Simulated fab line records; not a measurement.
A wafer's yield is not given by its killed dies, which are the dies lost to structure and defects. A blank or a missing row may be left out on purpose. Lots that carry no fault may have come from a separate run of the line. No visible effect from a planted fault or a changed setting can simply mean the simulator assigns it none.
Which tool was responsible?    flow gf180mcu    6 lots, 18 wafers sampled, at 1 step of a route of 602

== WHAT THE GAUGES READ, wafer by wafer ==
GF_V3_THK_MEAS_25: measures by xrf.
lot   measured      on             V3_W_THK (nm)
L408  day 22 16:16  film metro-03  351 355 357
L410  day 23 12:40  film metro-02  349 348 347
L412  day 24 05:57  film metro-02  355 350 348
L414  day 25 00:37  film metro-02  349 353 350
L423  day 28 03:11  film metro-04  347 353 352
L427  day 29 01:30  film metro-03  348 345 343

== WHAT TOOL EACH LOT RAN ON (gives the tool, then ch and the chambers of the sampled wafers, and finally the start) ==
Before these readings, the record contains no process step.

== THE ANSWER, worked out from the rows above alone ==
Rule: the usual values come from the lots themselves. Put in order of their means at a reading, lots are off if they are a third of the lots or fewer, leave a main group of 4 or more, and stand apart from it by a gap of 3 or more times the standard deviation of the main group's means; of several such gaps the widest counts. A main group whose means are all the same, to the digits that the tables above print for the reading, isn't used. A lot without any number at a reading at which 4 lots or more have one is off too. All remaining lots with rows at the step are treated as sound.
Across all readings shown, no lot is off: no conclusion can be drawn from this.

== WHAT HAD BEEN PUT IN BY THE SIMULATOR ==
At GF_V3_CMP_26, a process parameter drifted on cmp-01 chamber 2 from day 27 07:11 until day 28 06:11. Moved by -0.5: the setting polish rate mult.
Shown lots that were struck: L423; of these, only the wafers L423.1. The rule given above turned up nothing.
